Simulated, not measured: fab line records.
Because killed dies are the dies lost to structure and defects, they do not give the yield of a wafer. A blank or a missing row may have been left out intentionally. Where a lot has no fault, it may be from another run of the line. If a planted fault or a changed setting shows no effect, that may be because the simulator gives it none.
The tool behind it: which one? | flow gf180mcu | 13 lots with 38 wafers sampled at 4 steps, on a route of 602 steps

== WHAT THE GAUGES SHOWED, per wafer ==
GF_TOP_METAL_CD_MEAS_14: target cd 440 nm.
lot  | measured     | on        | cd-nm (nm)
L549 | day 27 23:33 | cd-sem-02 | 441.7 438.9 439.9
L550 | day 28 11:22 | cd-sem-01 | 440.9 441.6 438.8
L551 | day 28 15:33 | cd-sem-02 | 440.1 440.3 439.7
L552 | day 29 00:49 | cd-sem-01 | 441.9 443.0 441.2
L553 | day 29 16:59 | cd-sem-01 | 438.3 441.0 439.3
L554 | day 29 23:34 | cd-sem-01 | 439.4 441.5 438.7
L555 | day 30 12:52 | cd-sem-01 | 438.0 441.9 442.3
L556 | day 30 14:31 | cd-sem-01 | 442.7 444.2 443.8
L563 | day 32 09:49 | cd-sem-02 | 442.2 443.9
L568 | day 33 13:19 | cd-sem-01 | 439.3 438.3 439.0
L570 | day 33 20:16 | cd-sem-02 | 440.5 440.0 438.3
L571 | day 34 00:31 | cd-sem-02 | 441.8 442.0 442.2
L572 | day 34 04:27 | cd-sem-01 | 441.7 441.2 443.0

== EACH LOT AND THE TOOL THAT RAN IT (in order: tool; ch and the chambers of the sampled wafers; start) ==
lot  | GF_VT_IMPLANT_EXPOSE_15             | GF_V5_SPUTTER_21             | GF_TOP_METAL_SPUTTER_04
L549 | iline-stepper-01 ch 0, day 5 19:31  | pvd-sputter-04, day 27 02:48 | pvd-sputter-02, day 27 03:41
L550 | iline-stepper-02 ch 0, day 6 05:55  | pvd-sputter-04, day 27 14:44 | pvd-sputter-02, day 27 15:38
L551 | iline-stepper-01 ch 0, day 6 08:56  | pvd-sputter-04, day 27 19:49 | pvd-sputter-02, day 27 20:43
L552 | iline-stepper-02 ch 0, day 6 15:17  | pvd-sputter-04, day 28 04:45 | pvd-sputter-03, day 28 05:38
L553 | iline-stepper-02 ch 0, day 7 05:41  | pvd-sputter-04, day 28 21:11 | pvd-sputter-03, day 28 22:16
L554 | iline-stepper-02 ch 0, day 7 08:52  | pvd-sputter-01, day 29 04:00 | pvd-sputter-02, day 29 04:53
L555 | iline-stepper-02 ch 0, day 7 17:22  | pvd-sputter-01, day 29 17:26 | pvd-sputter-04, day 29 18:20
L556 | iline-stepper-02 ch 0, day 8 00:55  | pvd-sputter-04, day 29 19:40 | pvd-sputter-02, day 29 20:40
L563 | iline-stepper-02 ch 0, day 9 19:10  | pvd-sputter-01, day 31 17:24 | pvd-sputter-03, day 31 18:17
L568 | iline-stepper-01 ch 0, day 11 00:16 | pvd-sputter-01, day 32 20:55 | pvd-sputter-03, day 32 21:49
L570 | iline-stepper-01 ch 0, day 11 10:46 | pvd-sputter-04, day 33 03:50 | pvd-sputter-03, day 33 04:43
L571 | iline-stepper-01 ch 0, day 11 17:15 | pvd-sputter-04, day 33 08:44 | pvd-sputter-04, day 33 09:37
L572 | iline-stepper-01 ch 0, day 11 23:52 | pvd-sputter-02, day 33 12:19 | pvd-sputter-04, day 33 13:12
- GF_VT_IMPLANT_EXPOSE_15: exposes mask Nwell LV AREA, target cd 860 nm.
- GF_V5_SPUTTER_21: material Ti, target thk 15 nm, time 80.02 s.
- GF_TOP_METAL_SPUTTER_04: material TiN, target thk 25 nm, time 20.8 s.

== AS READ BY THE TOOLS THEMSELVES (means over the sampled wafers that have a number; for cases with no such wafer, the mark the record gives instead) ==
GF_V5_SPUTTER_21.
lot  | tool           | throttle-valve-pct (%)
L549 | pvd-sputter-04 | 30.4
L550 | pvd-sputter-04 | 30.0
L551 | pvd-sputter-04 | 30.8
L552 | pvd-sputter-04 | 31.0
L553 | pvd-sputter-04 | 30.0
L554 | pvd-sputter-01 | 30.7
L555 | pvd-sputter-01 | 30.3
L556 | pvd-sputter-04 | 30.1
L563 | pvd-sputter-01 | 31.0
L568 | pvd-sputter-01 | 30.1
L570 | pvd-sputter-04 | 30.1
L571 | pvd-sputter-04 | 30.8
L572 | pvd-sputter-02 | 29.3

GF_TOP_METAL_SPUTTER_04.
lot  | tool           | throttle-valve-pct (%)
L549 | pvd-sputter-02 | 30.3
L550 | pvd-sputter-02 | 30.6
L551 | pvd-sputter-02 | 29.9
L552 | pvd-sputter-03 | 30.3
L553 | pvd-sputter-03 | 29.9
L554 | pvd-sputter-02 | 29.8
L555 | pvd-sputter-04 | 30.8
L556 | pvd-sputter-02 | 30.1
L563 | pvd-sputter-03 | 30.3
L568 | pvd-sputter-03 | 30.6
L570 | pvd-sputter-03 | 30.0
L571 | pvd-sputter-04 | 30.2
L572 | pvd-sputter-04 | 30.7

== THE ANSWER, worked out from the rows above alone ==
Rule: the lots themselves supply what counts as usual. The widest of any qualifying gaps counts: lots, ordered by their means at a reading, are off when they make up no more than a third of the lots, leave a main group of 4 or more, and stand apart from it by 3 or more times the standard deviation of that group's means. A main group whose means are all the same, to the digits that the tables above print for the reading, isn't used. Also off: a lot with no number at a reading for which 4 or more lots have one. Where the step has rows for the other lots, those lots are counted as sound. After the gauges, taken in route order, come the tools' own readings; for these a lot's mean is taken, as printed above. At the first step where some lot is off, the reading lying furthest off is the one used; lots without a number count as furthest.
No lot is off on any of the readings shown, so nothing can be concluded from this.

== WHAT WAS PUT IN BY THE SIMULATOR ==
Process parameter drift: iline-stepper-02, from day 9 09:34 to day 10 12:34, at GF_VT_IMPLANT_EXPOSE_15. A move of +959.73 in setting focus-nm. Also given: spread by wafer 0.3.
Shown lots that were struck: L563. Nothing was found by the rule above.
